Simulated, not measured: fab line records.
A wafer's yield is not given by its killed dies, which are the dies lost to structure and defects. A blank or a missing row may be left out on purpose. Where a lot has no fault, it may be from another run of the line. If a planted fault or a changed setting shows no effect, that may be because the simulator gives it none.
fab line records | flow sfqLine
record: lots: 6 | wafers: 18 | lastDay: 78
route steps=325 shown M4@148
lots with no fault: from the same line, run without faults
startH: the number of hours between the record's first day and the start of the first shown wafer of the lot | waitH: how many hours have passed since the lot's step before this one | " same as the row above | L1.1+2: a row that stands for several wafers | - no value present, or no start provided | * or withheld: withheld | < > ~ a bound
route shown NAME@n: a module of which the file shows steps, and the number in the route of the first | usual: mean/standard deviation taken from wafers without a fault | same: alike in all rows | chamber/n: place in a boat | sites: the reading at each site | _std_site: their standard deviation | _edge_site: mean of outer sites minus mean of inner sites | radiusMm: how far each site lies from the wafer's centre | mask NAME#n: copy n | behind: the most recent tool/chamber to have shaped the wafer | hold: what put the lot on hold/how long, in hours/how the hold closed | device: the n, p or np transistor that did not switch | end of line: at the end of the route, the tests of the same wafers | a step given without rows: its recipe and nothing more | killed: the dies lost at the first sort to structure and to defects; this is not the yield of the wafer | map: a wafer's dies, x killed, . not, _ none there
set.NAME: the setting as run; set.NAME@STEP: as run at that earlier step | model.NAME: the simulator's own value behind a step, which no gauge read
a table for each step, a row for each wafer; lots at some steps of the route
services: when a tool's chamber went out of use (startH, in hours from the record's first day, below 0 if earlier), for how many hours, and the reason
== steps ==
step: SFQ_TRILAYER_M4_DEP_PRE_CLEAN_092
recipe: gas: Ar | timeS: 22.5 | biasV: 250
step: SFQ_TRILAYER_M4_DEP_SPUTTER_091
recipe: material: Nb | basePressurePa: 1.33e-06 | chamberPressurePa: 0.1333 | substrateTempC: 20 | resputterCathodeVoltageV: 400 | targetThkNm: 200 | powerW: 2000 | timeS: 133.3
usual: throttleValvePct: 29.7/0.64
lot.wafer | tool          | chamber | startH | waitH | throttleValvePct
L474.1    | pvdSputter-06 | -       | 827.24 | 0.0   | 28.1
L474.2    | "             | -       | "      | "     | 29.3
L474.4    | "             | -       | "      | "     | 29.6
L478.2    | pvdSputter-05 | -       | 864.97 | 0.0   | 29.9
L478.4    | "             | -       | "      | "     | 29.7
L478.6    | "             | -       | "      | "     | 30.3
L486.1    | pvdSputter-06 | -       | 936.77 | 0.0   | 29.3
L486.3    | "             | -       | "      | "     | 28.1
L486.5    | "             | -       | "      | "     | 28.4
L487.2    | pvdSputter-05 | -       | 949.52 | 0.0   | 29.7
L487.5    | "             | -       | "      | "     | 29.7
L487.6    | "             | -       | "      | "     | 29.8
L488.2    | pvdSputter-06 | -       | 951.95 | 0.0   | 28.1
L488.3    | "             | -       | "      | "     | 29.6
L488.6    | "             | -       | "      | "     | 29.9
L489.1    | pvdSputter-04 | -       | 955.52 | 0.0   | 30.5
L489.2    | "             | -       | "      | "     | 29.9
L489.5    | "             | -       | "      | "     | 30.6
step: SFQ_M4_RS_MEAS_924
recipe: thkMeasGauge: four-point-probe | reads: Nb_of_TRILAYER_M4_DEP_SPUTTER_091
usual: M4_NB_RS: 0.890/0.01
lot.wafer | tool         | chamber | startH | waitH | M4_NB_RS[ohm/sq]
L474.1    | filmMetro-03 | -       | 827.34 | 0.0   | 0.884
L474.2    | "            | -       | "      | "     | 0.890
L474.4    | "            | -       | "      | "     | 0.897
L478.2    | filmMetro-03 | -       | 865.08 | 0.1   | 0.903
L478.4    | "            | -       | "      | "     | 0.889
L478.6    | "            | -       | "      | "     | 0.896
L486.1    | filmMetro-01 | -       | 936.86 | 0.0   | 0.876
L486.3    | "            | -       | "      | "     | 0.888
L486.5    | "            | -       | "      | "     | 0.884
L487.2    | filmMetro-01 | -       | 949.64 | 0.1   | 0.894
L487.5    | "            | -       | "      | "     | 0.890
L487.6    | "            | -       | "      | "     | 0.879
L488.2    | filmMetro-01 | -       | 952.06 | 0.1   | 0.881
L488.3    | "            | -       | "      | "     | 0.888
L488.6    | "            | -       | "      | "     | 0.882
L489.1    | filmMetro-01 | -       | 955.61 | 0.0   | 0.872
L489.2    | "            | -       | "      | "     | 0.893
L489.5    | "            | -       | "      | "     | 0.875
step: SFQ_TRILAYER_M4_LITHO_COAT_098
recipe: resist: BARC | spinRpm: 3000 | resistThkNm: 62
step: SFQ_TRILAYER_M4_LITHO_COAT_093
recipe: resist: KrF | spinRpm: 3000 | resistThkNm: 600
step: SFQ_TRILAYER_M4_LITHO_SOFTBAKE_097
recipe: tempC: withheld | timeS: withheld | resist: KrF
step: SFQ_TRILAYER_M4_LITHO_EXPOSE_094
recipe: maskId: M4 | na: 0.6 | sourceShape: conventional | sigmaOuter: 0.65 | targetCdNm: 500 | doseMj: 14.4
step: SFQ_TRILAYER_M4_LITHO_PEB_096
recipe: pebTempC: 115 | pebTimeS: 60 | resist: KrF
step: SFQ_TRILAYER_M4_LITHO_DEVELOP_095
recipe: timeS: 60 | resist: KrF
step: SFQ_M4_OVL_MEAS_926
usual: M4_OVL: 0/6.5
lot.wafer | tool       | chamber | startH  | waitH | M4_OVL[nm]
L474.1    | overlay-02 | -       | 895.51  | 0.1   | 1
L474.2    | "          | -       | "       | "     | 2
L474.4    | "          | -       | "       | "     | -1
L478.2    | overlay-02 | -       | 924.31  | 0.1   | -18
L478.4    | "          | -       | "       | "     | -11
L478.6    | "          | -       | "       | "     | -8
L486.1    | overlay-01 | -       | 987.80  | 0.1   | 8
L486.3    | "          | -       | "       | "     | 4
L486.5    | "          | -       | "       | "     | 11
L487.2    | overlay-01 | -       | 996.21  | 0.1   | 2
L487.5    | "          | -       | "       | "     | 9
L487.6    | "          | -       | "       | "     | 2
L488.2    | overlay-01 | -       | 998.61  | 0.1   | -11
L488.3    | "          | -       | "       | "     | -9
L488.6    | "          | -       | "       | "     | -10
L489.1    | overlay-01 | -       | 1001.00 | 0.1   | 2
L489.2    | "          | -       | "       | "     | 16
L489.5    | "          | -       | "       | "     | 6
step: SFQ_TRILAYER_M4_BARC_OPEN_METAL_ETCH_123
recipe: maskMaterial: PR | chemistry: O2 | targetDepthNm: 125 | target: BARC | icpW: 600 | biasW: 80 | pressureMtorr: 10 | timeS: 41.7
usual: drypumpMotorCurrentA: 5.97/0.27 | oesProductAu: 0.685/0.0047
lot.wafer | tool        | chamber | startH  | waitH | drypumpMotorCurrentA | oesProductAu | rfHoursCounterH
L474.1    | rieMetal-04 | 1       | 895.54  | 0.0   | 6.08                 | 0.672        | 7
L474.2    | "           | 0       | "       | "     | 5.82                 | 0.682        | 147
L474.4    | "           | 1       | "       | "     | 6.06                 | 0.688        | -
L478.2    | rieMetal-01 | 0       | 924.34  | 0.0   | 6.20                 | 0.687        | 162
L478.4    | "           | 1       | "       | "     | 6.34                 | 0.680        | -
L478.6    | "           | 0       | "       | "     | 6.23                 | 0.683        | -
L486.1    | rieMetal-04 | 0       | 987.84  | 0.0   | 5.86                 | 0.678        | 165
L486.3    | "           | 0       | "       | "     | 5.82                 | 0.691        | -
L486.5    | "           | 0       | "       | "     | 5.80                 | 0.686        | -
L487.2    | rieMetal-02 | 0       | 996.26  | 0.1   | 5.56                 | 0.681        | -
L487.5    | "           | 0       | "       | "     | 5.57                 | 0.690        | -
L487.6    | "           | 0       | "       | "     | 5.58                 | 0.686        | -
L488.2    | rieMetal-04 | 1       | 998.64  | 0.0   | 6.07                 | 0.683        | 25
L488.3    | "           | 1       | "       | "     | 6.08                 | 0.681        | -
L488.6    | "           | 0       | "       | "     | 5.86                 | 0.682        | -
L489.1    | rieMetal-01 | 0       | 1001.04 | 0.0   | 6.19                 | 0.684        | 177
L489.2    | "           | 1       | "       | "     | 6.33                 | 0.683        | 152
L489.5    | "           | 1       | "       | "     | 6.33                 | 0.681        | -
step: SFQ_TRILAYER_M4_ETCH_METAL_ETCH_096
recipe: target: Nb | stopOn: SiO2 | maskMaterial: PR | chemistry: Cl2/Ar | targetDepthNm: 240 | icpW: 600 | biasW: 80 | pressureMtorr: 10 | timeS: 120
usual: drypumpMotorCurrentA: 5.97/0.27 | oesProductAu: 0.894/0.0074
lot.wafer | tool        | chamber | startH  | waitH | drypumpMotorCurrentA | oesProductAu | rfHoursCounterH | model.KrF_of_TRILAYER_M4_LITHO_COAT_093.thkNm | model.M4.featureDepthNm | model.SiO2_of_TRILAYER_I3_DEP_PECVD_081.thkNm
L474.1    | rieMetal-04 | 1       | 895.60  | 0.0   | 6.08                 | 0.894        | 7               | 391.4                                         | 201                     | 191.5
L474.2    | "           | 0       | "       | "     | 5.81                 | 0.892        | 147             | 386                                           | 200.2                   | 191.8
L474.4    | "           | 1       | "       | "     | 6.08                 | 0.891        | -               | 390.7                                         | 198.6                   | 192.9
L478.2    | rieMetal-01 | 0       | 924.40  | 0.0   | 6.20                 | 0.886        | 162             | 384.5                                         | 197.4                   | 191.7
L478.4    | "           | 1       | "       | "     | 6.31                 | 0.893        | -               | 380.8                                         | 200.6                   | 189.5
L478.6    | "           | 0       | "       | "     | 6.23                 | 0.896        | -               | 385.7                                         | 198.9                   | 189.2
L486.1    | rieMetal-04 | 0       | 987.96  | 0.1   | 5.87                 | 0.897        | 165             | 386.5                                         | 203.2                   | 188.7
L486.3    | "           | 0       | "       | "     | 5.83                 | 0.890        | -               | 319.2                                         | 211.8                   | 180.5
L486.5    | "           | 0       | "       | "     | 5.84                 | 0.893        | -               | 386.8                                         | 201.1                   | 192.7
L487.2    | rieMetal-02 | 0       | 996.45  | 0.2   | 5.55                 | 0.890        | -               | 383.8                                         | 199.3                   | 192.6
L487.5    | "           | 0       | "       | "     | 5.57                 | 0.887        | -               | 383.8                                         | 200.5                   | 189.3
L487.6    | "           | 0       | "       | "     | 5.55                 | 0.898        | -               | 383.8                                         | 202.6                   | 193.2
L488.2    | rieMetal-04 | 1       | 998.70  | 0.0   | 6.07                 | 0.892        | 25              | 389.3                                         | 201.8                   | 192.7
L488.3    | "           | 1       | "       | "     | 6.03                 | 0.903        | -               | 327.7                                         | 211.4                   | 182.3
L488.6    | "           | 0       | "       | "     | 5.89                 | 0.897        | -               | 388.6                                         | 201.9                   | 192.8
L489.1    | rieMetal-01 | 0       | 1001.10 | 0.0   | 6.22                 | 0.907        | 177             | 384.5                                         | 203.8                   | 192.5
L489.2    | "           | 1       | "       | "     | 6.29                 | 0.888        | 152             | 385.3                                         | 199.4                   | 194.4
L489.5    | "           | 1       | "       | "     | 6.31                 | 0.907        | -               | 385.1                                         | 203.3                   | 192.3
step: SFQ_TRILAYER_M4_STRIP_STRIP_097
recipe: gas: O2 | powerW: 200 | platenTempC: 40 | overashFraction: 0.65 | chemistry: O2 | pressureMtorr: 50
usual: drypumpMotorCurrentA: 5.97/0.27 | oesProductAu: 0.991/0.011
lot.wafer | tool        | chamber | startH  | waitH | drypumpMotorCurrentA | oesProductAu | rfHoursCounterH
L474.1    | rieMetal-04 | 1       | 895.73  | 0.1   | 6.04                 | 0.982        | 7
L474.2    | "           | 0       | "       | "     | 5.85                 | 0.988        | 147
L474.4    | "           | 1       | "       | "     | 6.06                 | 0.967        | -
L478.2    | rieMetal-01 | 0       | 924.53  | 0.1   | 6.20                 | 0.990        | 163
L478.4    | "           | 1       | "       | "     | 6.33                 | 1.005        | -
L478.6    | "           | 0       | "       | "     | 6.15                 | 0.989        | -
L486.1    | rieMetal-04 | 0       | 988.21  | 0.2   | 5.84                 | 0.988        | 166
L486.3    | "           | 0       | "       | "     | 5.85                 | 0.984        | -
L486.5    | "           | 0       | "       | "     | 5.84                 | 0.977        | -
L487.2    | rieMetal-02 | 0       | 997.00  | 0.5   | 5.57                 | 0.982        | -
L487.5    | "           | 0       | "       | "     | 5.61                 | 0.994        | -
L487.6    | "           | 0       | "       | "     | 5.56                 | 0.995        | -
L488.2    | rieMetal-04 | 1       | 998.82  | 0.1   | 6.07                 | 0.973        | 25
L488.3    | "           | 1       | "       | "     | 6.09                 | 0.980        | -
L488.6    | "           | 0       | "       | "     | 5.83                 | 0.991        | -
L489.1    | rieMetal-01 | 0       | 1001.22 | 0.1   | 6.22                 | 0.985        | 178
L489.2    | "           | 1       | "       | "     | 6.34                 | 0.987        | 152
L489.5    | "           | 1       | "       | "     | 6.35                 | 0.998        | -
== services ==
tool          | chamber | startH | hours | kind
rieMetal-04   | -       | 826.84 | 1.4   | pm
pvdSputter-04 | -       | 831.97 | 1.9   | repair
rieMetal-04   | 1       | 836.92 | -     | clean
rieMetal-04   | 1       | 836.92 | 18.4  | scheduledDown
rieMetal-04   | 1       | 836.92 | 18.4  | ventCycle
pvdSputter-05 | -       | 895.42 | 5.0   | repair
pvdSputter-04 | -       | 931.63 | 1.2   | repair
pvdSputter-06 | 3       | 937.21 | -     | consumableReplace:kit
pvdSputter-06 | 3       | 937.21 | 18.0  | scheduledDown
pvdSputter-06 | 3       | 937.21 | 18.0  | ventCycle
pvdSputter-06 | -       | 952.90 | 5.7   | repair
pvdSputter-06 | -       | 972.97 | 1.6   | repair
rieMetal-04   | 1       | 980.50 | 10.8  | repair
rieMetal-02   | 1       | 986.23 | -     | clean
rieMetal-02   | 1       | 986.23 | 22.3  | scheduledDown
rieMetal-02   | 1       | 986.23 | 22.3  | ventCycle
== key ==
firstSign none at tools or gauges
modelEffect: step: SFQ_TRILAYER_M4_ETCH_METAL_ETCH_096 | value: KrF_of_TRILAYER_M4_LITHO_COAT_093.thkNm | without: 387.2 | struck: 323.5
metAt SFQ_TRILAYER_M4_ETCH_METAL_ETCH_096
struckWafers L486.3,L488.3
onsetBetween 895.60 987.96
fault: kind: processParameterDrift | tool: rieMetal-04 | chamber: - | onsetH: 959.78 | steps: SFQ_TRILAYER_M4_ETCH_METAL_ETCH_096 | channel: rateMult | offset: 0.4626 | shape: step | endH: 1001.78 | scope: struckWafersOnly
